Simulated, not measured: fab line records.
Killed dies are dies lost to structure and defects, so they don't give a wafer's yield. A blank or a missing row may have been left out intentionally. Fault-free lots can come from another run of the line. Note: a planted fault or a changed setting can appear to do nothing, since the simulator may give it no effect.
fab line records	flow sfq-line
[record] lots = 6	wafers = 18	last-day = 80
route steps=325 shown C5@240 M6@251 I6@266 M7@281 M8@325
lots that met no fault: from a run of the same line without faults
start-h: start of the lot's first displayed wafer, in hours after the record's first day	wait-h: hours since the lot's step before	" repeats the value in the row above	L1.1+2: a single row standing in for several wafers	- no value present, or no start provided	* or withheld: withheld	< > ~ a bound
route shown NAME@n: a module of which the file shows steps, and the number in the route of the first	usual: mean and standard deviation over wafers with no fault	same: alike in all rows	chamber/n: place in a boat	sites: per-site readings	_std_site: the values' standard deviation	_edge_site: the outer-site mean with the inner-site mean subtracted	radius-mm: for every site, how far away it sits from the centre of the wafer	mask NAME#n: copy n	behind: the most recent tool/chamber to have shaped the wafer	hold: why the lot went on hold/how many hours it stayed there/how the hold came to an end	device: transistor that didn't switch, given as n, p or np	end of line: the route-end tests of the same wafers	a step given without rows: its recipe and nothing more	killed: dies lost to structure and defects at the first sort, not the wafer's yield	map: a wafer's dies, marking killed ones x, the rest . and places with no die _
set.NAME: the run value of the setting; set.NAME@STEP: its run value at that earlier step	model.NAME: the simulator's own value behind a step, which no gauge read
lots seen at some steps along the route; tables by step, rows by wafer
services: when a tool's chamber went out of use (start-h, in hours from the record's first day, below 0 if earlier), for how many hours, and the reason
[[steps]]
[step SFQ_TRILAYER_C5_LITHO_COAT_156]
[recipe] resist = BARC	spin-rpm = 3000	resist-thk-nm = 62
[step SFQ_TRILAYER_C5_LITHO_COAT_151]
[recipe] resist = KrF	spin-rpm = 3000	resist-thk-nm = 650
[step SFQ_TRILAYER_C5_LITHO_SOFTBAKE_155]
[recipe] temp-c = withheld	time-s = withheld	resist = KrF
[step SFQ_TRILAYER_C5_LITHO_EXPOSE_152]
[recipe] mask-id = C5	na = 0.6	source-shape = conventional	sigma-outer = 0.65	target-cd-nm = 500	dose-mj = 21.3
[step SFQ_TRILAYER_C5_LITHO_PEB_154]
[recipe] peb-temp-c = 115	peb-time-s = 60	resist = KrF
[step SFQ_TRILAYER_C5_LITHO_DEVELOP_153]
[recipe] time-s = 60	resist = KrF
[step SFQ_C5_OVL_MEAS_937]
[usual] C5_OVL = 0/5.7
lot.wafer	tool	chamber	start-h	wait-h	C5_OVL[nm]
L159.1	overlay-02	-	1541.17	0.1	5
L159.2	"	-	"	"	10
L159.5	"	-	"	"	10
L161.2	overlay-02	-	1545.98	0.1	-2
L161.4	"	-	"	"	0
L161.6	"	-	"	"	-6
L172.2	overlay-01	-	1643.99	0.1	5
L172.3	"	-	"	"	-7
L172.5	"	-	"	"	-5
L173.2	overlay-02	-	1656.13	0.1	0
L173.4	"	-	"	"	2
L173.6	"	-	"	"	0
L174.1	overlay-02	-	1659.72	0.1	-8
L174.3	"	-	"	"	-13
L174.6	"	-	"	"	-3
L175.3	overlay-02	-	1663.33	0.1	2
L175.4	"	-	"	"	9
L175.5	"	-	"	"	7
[step SFQ_TRILAYER_C5_BARC_OPEN_VIA_ETCH_210]
[recipe] mask-material = PR	chemistry = O2	target-depth-nm = 125	target = BARC	source-w = 500	bias-w = 80	pressure-mtorr = 30	time-s = 41.7
[usual] drypump-motor-current-A = 5.8/0.35	oes-product-au = 0.685/0.0049
lot.wafer	tool	chamber	start-h	wait-h	drypump-motor-current-A	oes-product-au	rf-hours-counter-h
L159.1	rie-diel-01	3	1541.21	0.0	6.2	0.687	6
L159.2	"	1	"	"	5.8	0.685	11
L159.5	"	0	"	"	5.6	0.685	-
L161.2	rie-diel-04	3	1546.01	0.0	5.3	0.687	11
L161.4	"	0	"	"	5.7	0.680	16
L161.6	"	3	"	"	5.3	0.692	-
L172.2	rie-diel-02	3	1644.02	0.0	5.8	0.682	9
L172.3	"	1	"	"	5.4	0.693	2
L172.5	"	2	"	"	5.8	0.688	-
L173.2	rie-diel-04	2	1656.16	0.0	6.0	0.695	7
L173.4	"	3	"	"	5.3	0.677	13
L173.6	"	0	"	"	5.7	0.696	-
L174.1	rie-diel-04	3	1659.76	0.0	5.3	0.683	13
L174.3	"	2	"	"	6.0	0.679	7
L174.6	"	1	"	"	6.6	0.686	-
L175.3	rie-diel-02	2	1663.36	0.0	5.8	0.692	16
L175.4	"	3	"	"	5.8	0.689	9
L175.5	"	2	"	"	5.8	0.686	-
[step SFQ_TRILAYER_C5_ETCH_VIA_ETCH_154]
[recipe] target = SiO2	mask-material = PR	chemistry = CHF3	target-depth-nm = 84	source-w = 500	bias-w = 80	pressure-mtorr = 30	time-s = withheld	stop-on = Nb
[usual] drypump-motor-current-A = 5.8/0.35	oes-product-au = 0.895/0.0093
lot.wafer	tool	chamber	start-h	wait-h	drypump-motor-current-A	oes-product-au
L159.1	rie-diel-01	3	1541.25	0.0	6.2	0.878
L159.2	"	1	"	"	5.8	0.884
L159.5	"	0	"	"	5.6	0.878
L161.2	rie-diel-04	3	1546.05	0.0	5.3	0.890
L161.4	"	0	"	"	5.7	0.898
L161.6	"	3	"	"	5.3	0.896
L172.2	rie-diel-02	3	1644.06	0.0	5.8	0.893
L172.3	"	1	"	"	5.4	0.882
L172.5	"	2	"	"	5.8	0.899
L173.2	rie-diel-04	2	1656.20	0.0	6.0	0.898
L173.4	"	3	"	"	5.3	0.892
L173.6	"	0	"	"	5.7	0.896
L174.1	rie-diel-04	3	1659.80	0.0	5.3	0.872
L174.3	"	2	"	"	6.0	0.900
L174.6	"	1	"	"	6.6	0.888
L175.3	rie-diel-02	2	1663.40	0.0	5.8	0.894
L175.4	"	3	"	"	5.8	0.902
L175.5	"	2	"	"	5.8	0.901
[step SFQ_TRILAYER_C5_STRIP_STRIP_155]
[recipe] gas = O2	power-w = 200	platen-temp-c = 40	overash-fraction = 0.65	chemistry = O2	pressure-mtorr = 50
[step SFQ_TRILAYER_C5_STRIP_SOLV_CLEAN_156]
[recipe] chemistry = NMP	temp-c = 70	time-s = 600
[step SFQ_TRILAYER_M6_DEP_PRE_CLEAN_158]
[recipe] gas = Ar	time-s = 22.5	bias-v = 250
[step SFQ_TRILAYER_M6_DEP_SPUTTER_157]
[recipe] material = Nb	base-pressure-pa = 1.33e-06	chamber-pressure-pa = 0.1333	substrate-temp-c = 20	target-thk-nm = 200	power-w = 2000	time-s = 133.3
[usual] throttle-valve-pct = 30.5/1.1
lot.wafer	tool	chamber	start-h	wait-h	throttle-valve-pct	model.Nb_of_TRILAYER_M6_DEP_SPUTTER_157.thk-nm
L159.1	pvd-sputter-06	-	1542.10	0.0	28.7	198.2
L159.2	"	-	"	"	28.3	201.5
L159.5	"	-	"	"	29.2	199.2
L161.2	pvd-sputter-04	-	1546.90	0.0	30.9	197.6
L161.4	"	-	"	"	31.2	198.8
L161.6	"	-	"	"	31.2	197.6
L172.2	pvd-sputter-06	-	1644.91	0.0	29.3	198.6
L172.3	"	-	"	"	28.5	195.5
L172.5	"	-	"	"	28.2	203.1
L173.2	pvd-sputter-06	-	1657.05	0.0	29.3	316.1
L173.4	"	-	"	"	30.8	316.3
L173.6	"	-	"	"	28.4	313.9
L174.1	pvd-sputter-06	-	1660.65	0.0	31.0	314.5
L174.3	"	-	"	"	29.2	314
L174.6	"	-	"	"	28.4	310.9
L175.3	pvd-sputter-04	-	1664.25	0.0	31.3	196.4
L175.4	"	-	"	"	31.6	197.4
L175.5	"	-	"	"	30.8	200.2
[step SFQ_M6_RS_MEAS_938]
[recipe] thk-meas-gauge = four-point-probe	reads = Nb_of_TRILAYER_M6_DEP_SPUTTER_157
[usual] M6_NB_RS = 0.889/0.011
lot.wafer	tool	chamber	start-h	wait-h	M6_NB_RS[ohm/sq]
L159.1	film-metro-02	-	1542.19	0.0	0.896
L159.2	"	-	"	"	0.882
L159.5	"	-	"	"	0.893
L161.2	film-metro-02	-	1547.01	0.1	0.899
L161.4	"	-	"	"	0.895
L161.6	"	-	"	"	0.899
L172.2	film-metro-02	-	1645.02	0.1	0.895
L172.3	"	-	"	"	0.909
L172.5	"	-	"	"	0.873
L173.2	film-metro-02	-	1657.16	0.1	0.560
L173.4	"	-	"	"	0.560
L173.6	"	-	"	"	0.564
L174.1	film-metro-02	-	1660.74	0.0	0.563
L174.3	"	-	"	"	0.564
L174.6	"	-	"	"	0.569
L175.3	film-metro-01	-	1664.38	0.1	0.906
L175.4	"	-	"	"	0.905
L175.5	"	-	"	"	0.890
[step SFQ_TRILAYER_M6_LITHO_COAT_164]
[recipe] resist = BARC	spin-rpm = 3000	resist-thk-nm = 62
[step SFQ_TRILAYER_M6_LITHO_COAT_159]
[recipe] resist = KrF	spin-rpm = 3000	resist-thk-nm = 600
[step SFQ_TRILAYER_M6_LITHO_SOFTBAKE_163]
[recipe] temp-c = withheld	time-s = withheld	resist = KrF
[step SFQ_TRILAYER_M6_LITHO_EXPOSE_160]
[recipe] mask-id = M6	na = 0.6	source-shape = conventional	sigma-outer = 0.65	target-cd-nm = 500	dose-mj = 14.4
[step SFQ_TRILAYER_M6_LITHO_PEB_162]
[recipe] peb-temp-c = 115	peb-time-s = 60	resist = KrF
[step SFQ_TRILAYER_M6_LITHO_DEVELOP_161]
[recipe] time-s = 60	resist = KrF
[step SFQ_M6_OVL_MEAS_940]
[usual] M6_OVL = -3/6.2
lot.wafer	tool	chamber	start-h	wait-h	M6_OVL[nm]
L159.1	overlay-02	-	1544.62	0.1	-2
L159.2	"	-	"	"	0
L159.5	"	-	"	"	-9
L161.2	overlay-01	-	1549.43	0.1	-6
L161.4	"	-	"	"	-11
L161.6	"	-	"	"	-10
L172.2	overlay-02	-	1653.23	0.1	-6
L172.3	"	-	"	"	-6
L172.5	"	-	"	"	-8
L173.2	overlay-01	-	1661.63	0.1	-5
L173.4	"	-	"	"	-5
L173.6	"	-	"	"	3
L174.1	overlay-01	-	1667.63	0.1	-2
L174.3	"	-	"	"	-4
L174.6	"	-	"	"	-2
L175.3	overlay-01	-	1671.24	0.1	-2
L175.4	"	-	"	"	0
L175.5	"	-	"	"	-10
[step SFQ_TRILAYER_M6_BARC_OPEN_METAL_ETCH_206]
[recipe] mask-material = PR	chemistry = O2	target-depth-nm = 125	target = BARC	icp-w = 600	bias-w = 80	pressure-mtorr = 10	time-s = 41.7
[step SFQ_TRILAYER_M6_ETCH_METAL_ETCH_162]
[recipe] target = Nb	stop-on = SiO2	mask-material = PR	chemistry = Cl2/Ar	target-depth-nm = 240	icp-w = 600	bias-w = 80	pressure-mtorr = 10	time-s = 120
[usual] drypump-motor-current-A = 5.46/0.3	oes-product-au = 0.894/0.0075
lot.wafer	tool	chamber	start-h	wait-h	drypump-motor-current-A	oes-product-au	rf-hours-counter-h
L159.1	rie-metal-03	1	1544.72	0.0	5.40	0.887	3
L159.2	"	0	"	"	5.29	0.892	12
L159.5	"	0	"	"	5.29	0.887	-
L161.2	rie-metal-01	1	1549.52	0.0	5.16	0.888	38
L161.4	"	0	"	"	5.06	0.886	-
L161.6	"	1	"	"	5.15	0.890	-
L172.2	rie-metal-03	1	1653.32	0.0	5.40	0.893	23
L172.3	"	0	"	"	5.30	0.885	-
L172.5	"	1	"	"	5.40	0.897	-
L173.2	rie-metal-01	1	1661.72	0.0	5.16	1.011	59
L173.4	"	0	"	"	5.08	1.012	-
L173.6	"	0	"	"	5.07	1.009	-
L174.1	rie-metal-03	0	1667.72	0.0	5.27	0.994	34
L174.3	"	1	"	"	5.41	1.010	-
L174.6	"	0	"	"	5.29	1.006	-
L175.3	rie-metal-02	0	1671.36	0.1	5.78	0.885	-
L175.4	"	1	"	"	5.94	0.891	-
L175.5	"	1	"	"	5.93	0.897	-
[step SFQ_TRILAYER_M6_STRIP_STRIP_163]
[recipe] gas = O2	power-w = 200	platen-temp-c = 40	overash-fraction = 0.65	chemistry = O2	pressure-mtorr = 50
[step SFQ_TRILAYER_M6_STRIP_SOLV_CLEAN_164]
[recipe] chemistry = NMP	temp-c = 70	time-s = 600
[step SFQ_TRILAYER_I6_DEP_PECVD_165]
[recipe] material = SiO2	temp-c = 150	time-s = 111.11	pressure-torr = 2.4	rf-w = 183.3	precursor = SiH4/N2O	target-thk-nm = 500
[usual] heater-power-w = 82/16	susceptor-temp-C = 149.99/0.14	throttle-valve-pct = 24.3/0.42
lot.wafer	tool	chamber	start-h	wait-h	heater-power-w	susceptor-temp-C	throttle-valve-pct
L159.1	pecvd-02	0	1545.62	0.0	80	150.05	24.3
L159.2	"	1	"	"	64	150.04	24.2
L159.5	"	2	"	"	67	150.10	24.6
L161.2	pecvd-04	1	1550.42	0.0	115	149.82	24.0
L161.4	"	0	"	"	85	149.99	24.5
L161.6	"	2	"	"	65	149.78	24.0
L172.2	pecvd-03	0	1654.22	0.0	88	150.01	23.6
L172.3	"	2	"	"	111	149.85	24.4
L172.5	"	1	"	"	84	149.98	24.1
L173.2	pecvd-02	0	1662.62	0.0	85	150.02	24.7
L173.4	"	2	"	"	58	150.14	25.0
L173.6	"	0	"	"	86	149.87	24.7
L174.1	pecvd-02	1	1668.62	0.0	60	150.11	24.3
L174.3	"	0	"	"	81	150.09	24.8
L174.6	"	0	"	"	86	150.22	24.6
L175.3	pecvd-02	1	1672.22	0.0	55	149.96	24.4
L175.4	"	1	"	"	58	150.22	24.3
L175.5	"	2	"	"	57	150.01	25.0
[step SFQ_TRILAYER_I6_CMP_CMP_166]
[recipe] material = SiO2	down-force-psi = 3	platen-rpm = 60	pad-velocity-m-s = 0.94248
[step SFQ_I6_BOW_MEAS_941]
[recipe] mode = bow
[usual] I6_BOW = 10/12
lot.wafer	tool	chamber	start-h	wait-h	I6_BOW[um]
L159.1	film-metro-02	-	1574.76	1.0	6
L159.2	"	-	"	"	12
L159.5	"	-	"	"	29
L161.2	film-metro-02	-	1577.78	1.5	40
L161.4	"	-	"	"	24
L161.6	"	-	"	"	27
L172.2	film-metro-02	-	1657.34	1.5	-13
L172.3	"	-	"	"	1
L172.5	"	-	"	"	5
L173.2	film-metro-02	-	1665.72	1.5	21
L173.4	"	-	"	"	7
L173.6	"	-	"	"	21
L174.1	film-metro-01	-	1674.10	1.0	17
L174.3	"	-	"	"	14
L174.6	"	-	"	"	6
L175.3	film-metro-02	-	1677.14	2.0	11
L175.4	"	-	"	"	4
L175.5	"	-	"	"	6
[step SFQ_TRILAYER_I6_METRO_MEASURE_167]
[usual] thk-nm = 200.1/1.4
lot.wafer	tool	chamber	start-h	wait-h	thk-nm
L159.1	film-metro-02	-	1574.88	0.1	199.7
L159.2	"	-	"	"	201.5
L159.5	"	-	"	"	202.2
L161.2	film-metro-02	-	1578.08	0.3	203.1
L161.4	"	-	"	"	199.6
L161.6	"	-	"	"	202.1
L172.2	film-metro-02	-	1657.64	0.3	199.5
L172.3	"	-	"	"	199.9
L172.5	"	-	"	"	202.1
L173.2	film-metro-02	-	1666.02	0.3	201.5
L173.4	"	-	"	"	202.6
L173.6	"	-	"	"	201.3
L174.1	film-metro-01	-	1674.22	0.1	199.4
L174.3	"	-	"	"	201.0
L174.6	"	-	"	"	200.7
L175.3	film-metro-02	-	1677.62	0.5	200.7
L175.4	"	-	"	"	198.9
L175.5	"	-	"	"	198.0
[step SFQ_TRILAYER_I6_VIA_LITHO_COAT_174]
[recipe] resist = BARC	spin-rpm = 3000	resist-thk-nm = 62
[step SFQ_TRILAYER_I6_VIA_LITHO_COAT_169]
[recipe] resist = KrF	spin-rpm = 3000	resist-thk-nm = 650
[step SFQ_TRILAYER_I6_VIA_LITHO_SOFTBAKE_173]
[recipe] temp-c = withheld	time-s = withheld	resist = KrF
[step SFQ_TRILAYER_I6_VIA_LITHO_EXPOSE_170]
[recipe] mask-id = I6	na = 0.6	source-shape = conventional	sigma-outer = 0.65	target-cd-nm = 700	dose-mj = 21.3
[step SFQ_TRILAYER_I6_VIA_LITHO_PEB_172]
[recipe] peb-temp-c = 115	peb-time-s = 60	resist = KrF
[step SFQ_TRILAYER_I6_VIA_LITHO_DEVELOP_171]
[recipe] time-s = 60	resist = KrF
[step SFQ_I6_OVL_MEAS_942]
[usual] I6_OVL = -2/5.6
lot.wafer	tool	chamber	start-h	wait-h	I6_OVL[nm]
L159.1	overlay-01	-	1578.53	0.1	1
L159.2	"	-	"	"	3
L159.5	"	-	"	"	0
L161.2	overlay-02	-	1581.93	0.1	-4
L161.4	"	-	"	"	-1
L161.6	"	-	"	"	-4
L172.2	overlay-01	-	1662.83	0.1	-4
L172.3	"	-	"	"	-4
L172.5	"	-	"	"	-6
L173.2	overlay-01	-	1672.43	0.1	-11
L173.4	"	-	"	"	-5
L173.6	"	-	"	"	-10
L174.1	overlay-02	-	1679.63	0.1	0
L174.3	"	-	"	"	-1
L174.6	"	-	"	"	-3
L175.3	overlay-02	-	1682.04	0.1	-2
L175.4	"	-	"	"	-5
L175.5	"	-	"	"	-1
[step SFQ_TRILAYER_I6_VIA_BARC_OPEN_VIA_ETCH_235]
[recipe] mask-material = PR	chemistry = O2	target-depth-nm = 125	target = BARC	source-w = 500	bias-w = 80	pressure-mtorr = 30	time-s = 41.7
[step SFQ_TRILAYER_I6_VIA_ETCH_VIA_ETCH_172]
[recipe] target = SiO2	stop-on = Nb	mask-material = PR	taper-deg = 20	chemistry = CHF3	target-depth-nm = 260	source-w = 500	bias-w = 80	pressure-mtorr = 30	time-s = withheld
[usual] drypump-motor-current-A = 5.8/0.4	oes-product-au = 0.854/0.005
lot.wafer	tool	chamber	start-h	wait-h	drypump-motor-current-A	oes-product-au
L159.1	rie-diel-03	2	1578.61	0.0	5.7	0.855
L159.2	"	1	"	"	5.4	0.855
L159.5	"	2	"	"	5.7	0.863
L161.2	rie-diel-01	0	1582.00	0.0	5.6	0.856
L161.4	"	3	"	"	6.2	0.858
L161.6	"	0	"	"	5.6	0.849
L172.2	rie-diel-03	0	1662.90	0.0	4.8	0.854
L172.3	"	3	"	"	5.9	0.846
L172.5	"	1	"	"	5.4	0.854
L173.2	rie-diel-04	3	1672.50	0.0	5.3	0.859
L173.4	"	0	"	"	5.7	0.866
L173.6	"	0	"	"	5.7	0.856
L174.1	rie-diel-03	0	1679.70	0.0	4.8	0.854
L174.3	"	1	"	"	5.4	0.851
L174.6	"	2	"	"	5.7	0.854
L175.3	rie-diel-01	0	1682.10	0.0	5.6	0.858
L175.4	"	1	"	"	5.8	0.852
L175.5	"	1	"	"	5.8	0.853
[step SFQ_TRILAYER_I6_VIA_STRIP_STRIP_173]
[recipe] gas = O2	power-w = 200	platen-temp-c = 40	overash-fraction = 0.65	chemistry = O2	pressure-mtorr = 50
[step SFQ_TRILAYER_I6_VIA_STRIP_SOLV_CLEAN_174]
[recipe] chemistry = NMP	temp-c = 70	time-s = 600
[step SFQ_TRILAYER_M7_DEP_PRE_CLEAN_176]
[recipe] gas = Ar	time-s = 22.5	bias-v = 250
[step SFQ_M8_BOW_MEAS_951]
[recipe] mode = bow
[usual] M8_BOW = 12/12
lot.wafer	tool	chamber	start-h	wait-h	M8_BOW[um]	model.etest.m6.comb-log10-ohm	model.etest.m6.ohm-sq
L159.1	film-metro-01	-	1850.22	0.0	11	12	0.8977
L159.2	"	-	"	"	16	12	0.8828
L159.5	"	-	"	"	32	12	0.893
L161.2	film-metro-01	-	1861.04	0.0	36	12	0.9002
L161.4	"	-	"	"	21	12	0.895
L161.6	"	-	"	"	22	12	0.9003
L172.2	film-metro-02	-	1900.64	0.0	-13	12	0.8959
L172.3	"	-	"	"	-1	12	0.91
L172.5	"	-	"	"	4	12	0.8758
L173.2	film-metro-03	-	1903.04	0.0	24	0	0.5629
L173.4	"	-	"	"	10	0	0.5624
L173.6	"	-	"	"	23	0	0.5667
L174.1	film-metro-02	-	1910.22	0.0	18	0	0.5656
L174.3	"	-	"	"	14	0	0.5665
L174.6	"	-	"	"	5	0	0.5723
L175.3	film-metro-03	-	1911.46	0.0	17	12	0.9059
L175.4	"	-	"	"	9	12	0.9013
L175.5	"	-	"	"	10	12	0.8888
[[services]]
tool	chamber	start-h	hours	kind
rie-diel-04	0	1525.11	2.0	repair
rie-diel-02	1	1533.22	-	clean
rie-diel-02	1	1533.22	13.8	scheduled-down
pvd-sputter-06	-	1544.17	3.6	repair
pvd-sputter-06	-	1544.70	49.6	repair
film-metro-02	-	1554.55	0.7	pm
rie-metal-01	0	1556.29	14.0	repair
rie-diel-03	0	1556.52	8.0	repair
pvd-sputter-06	-	1587.55	1.1	repair
pecvd-02	-	1599.15	1.5	repair
film-metro-02	-	1607.40	1.5	pm
rie-diel-01	-	1610.53	0.6	repair
film-metro-02	-	1616.53	0.7	pm
rie-diel-02	0	1616.96	35.2	repair
film-metro-01	-	1618.31	0.5	pm
rie-diel-01	0	1620.70	3.9	repair
rie-metal-01	1	1624.47	7.3	repair
rie-diel-04	3	1642.58	6.8	repair
pecvd-03	-	1657.99	5.5	pm
rie-diel-03	-	1659.97	1.6	repair
rie-diel-01	0	1665.31	5.8	repair
rie-metal-03	-	1666.10	0.6	repair
film-metro-02	-	1675.13	0.4	pm
rie-diel-02	2	1675.70	7.1	repair
[[key]]
[first-sign] step = SFQ_M6_RS_MEAS_938	reading = M6_NB_RS	direction = down	sigmas = 30	usual = 0.889	struck = 0.563
[effect] step = SFQ_TRILAYER_M6_ETCH_METAL_ETCH_162	reading = oes-product-au	direction = up	sigmas = 15	usual = 0.894	struck = 1.007
[model-effect] step = SFQ_TRILAYER_M6_DEP_SPUTTER_157	value = Nb_of_TRILAYER_M6_DEP_SPUTTER_157.thk-nm	without = 200.3	struck = 314.3
[model-effect] step = SFQ_M8_BOW_MEAS_951	value = etest.m6.comb-log10-ohm	without = 12	struck = 0
met-at SFQ_TRILAYER_M6_DEP_SPUTTER_157
struck-wafers L173.2,L173.4,L173.6,L174.1,L174.3,L174.6
onset-between 1644.91 1657.05
also-fits SFQ_TRILAYER_C5_BARC_OPEN_VIA_ETCH_210:rie-diel-04,SFQ_TRILAYER_C5_ETCH_VIA_ETCH_154:rie-diel-04
[fault] kind = process-parameter-drift	tool = pvd-sputter-06	chamber = -	onset-h = 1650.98	steps = SFQ_TRILAYER_M6_DEP_SPUTTER_157	channel = target-thk-nm	offset = 113.97	shape = step	end-h = 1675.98	acts-in = these-recipes-only	stated = 200
